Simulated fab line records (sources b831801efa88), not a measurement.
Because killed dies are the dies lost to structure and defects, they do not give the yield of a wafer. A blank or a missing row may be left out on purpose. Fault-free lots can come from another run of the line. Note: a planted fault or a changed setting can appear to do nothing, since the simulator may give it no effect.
Problem report, 8D (eight disciplines) form, completed by code ; flow gf180mcu ; the parts of the form that need people (team, actions taken, sign-off) are left out

1. PROBLEM STATEMENT
HV_LDD_CVD_54_THK at GF_HV_LDD_THK_MEAS_55 reads a mean of 20.44 nm on 6 wafers of 2 lots; wafers without a fault read 10.05 nm with a standard deviation of 0.16. Measured from the usual mean, that is +65 standard deviations.
Earliest sighting: wafer L723.1 on film_metro-01 at day 19 12:25. The record holds 39 wafers of 13 lots with a number at this step. By rule, "out" or "out of limits" means more than 4 standard deviations away from the usual mean. All remaining wafers that have a number are taken as sound.

2. WHAT IT IS AND WHAT IT IS NOT
question;is;is not
which readings at this step;HV_LDD_CVD_54_THK;-
which lots;L723, L724;L704, L705, L706, L707, L709, L711, L712, L714, L715, L716, L717
which wafers of those lots;all that have a number;-
read on which gauges;film_metro-01;film_metro-03, film_metro-04
when;from day 19 12:25;up to then (33 sound wafers)

3. WHAT RULES OUT EACH SUSPECT
Counting: a tool stays on the suspect list if, at a process step up to the reading, it processed all lots that are out and no sound lot following the first of them.
- the gauge at GF_HV_LDD_THK_MEAS_55 has been ruled out. All the wafers that are out were read on film_metro-01, but those of them that GF_HV_LDD_CVD_54 has rows for are out there too, on other tools.
- lpcvd-02 at GF_HV_LDD_CVD_54 (deposits SiO2 from TEOS, target thk 10 nm, time 75 s): kept. It processed each lot that is out, first L723 at day 19 11:23, and no sound lot thereafter; up to then, the last sound lot it processed was L717 at day 17 00:47. Its own readings are out on those wafers: spike_tc_bottom_C, spike_tc_centre_C, spike_tc_lower_C, spike_tc_top_C, spike_tc_upper_C, susceptor_temp_C.
The count leaves lpcvd-02 at GF_HV_LDD_CVD_54.

4. THE CAUSE (what the simulator had put in)
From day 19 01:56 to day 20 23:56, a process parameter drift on lpcvd-02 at GF_HV_LDD_CVD_54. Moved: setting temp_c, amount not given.
The count eliminated every tool but this one.

5. SEQUENCE OF EFFECTS, ordered by route
Each row: a reading where the mean over the struck wafers with a number is more than 3 standard deviations away from the usual. Scope: only readings with a usual standard deviation given in the record; hours: median across lots of the time from each lot's start at the first step in this table that gives one to its start at this step; sigmas: change in usual standard deviations.
hours;step;reading;usual;on struck wafers;change;sigmas
0;GF_HV_LDD_CVD_54;spike_tc_bottom_C;700.5 C;731.0;+30.5;+20
0;GF_HV_LDD_CVD_54;spike_tc_centre_C;680.9 C;712.6;+31.7;+24
0;GF_HV_LDD_CVD_54;spike_tc_lower_C;679.5 C;710.2;+30.8;+33
0;GF_HV_LDD_CVD_54;spike_tc_top_C;697 C;732;+35;+8.3
0;GF_HV_LDD_CVD_54;spike_tc_upper_C;680.1 C;711.2;+31.1;+31
0;GF_HV_LDD_CVD_54;susceptor_temp_C;680.0 C;711.0;+31.0;+99 or more
1;GF_HV_LDD_THK_MEAS_55;HV_LDD_CVD_54_THK;10.05 nm;20.44;+10.39;+65
The process steps in it:
- GF_HV_LDD_CVD_54: deposits SiO2 from TEOS, target thk 10 nm, time 75 s.
At these later measuring or inspecting steps, every struck wafer for which the step has a row has a number for every such reading, and none has moved that far: GF_CONTACT_THK_MEAS_01, GF_CONTACT_OVL_MEAS_15, GF_M1_RS_MEAS_05.

6. WHAT WOULD HAVE CAUGHT IT SOONER
The first out-of-limits reading at a measuring or inspecting step in this record came at day 19 12:25, 10 hours after the fault's start at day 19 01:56.
The tool's own readings at GF_HV_LDD_CVD_54 were out on every struck wafer that the step has a row for (spike_tc_bottom_C, spike_tc_centre_C, spike_tc_lower_C, spike_tc_top_C, spike_tc_upper_C, susceptor_temp_C): an alarm limit on them would have fired on the first of those.
Of the lots that are out (2), L724 began GF_HV_LDD_CVD_54 on lpcvd-02 after day 19 12:25. It would have been spared by a hold on the tool at that moment.
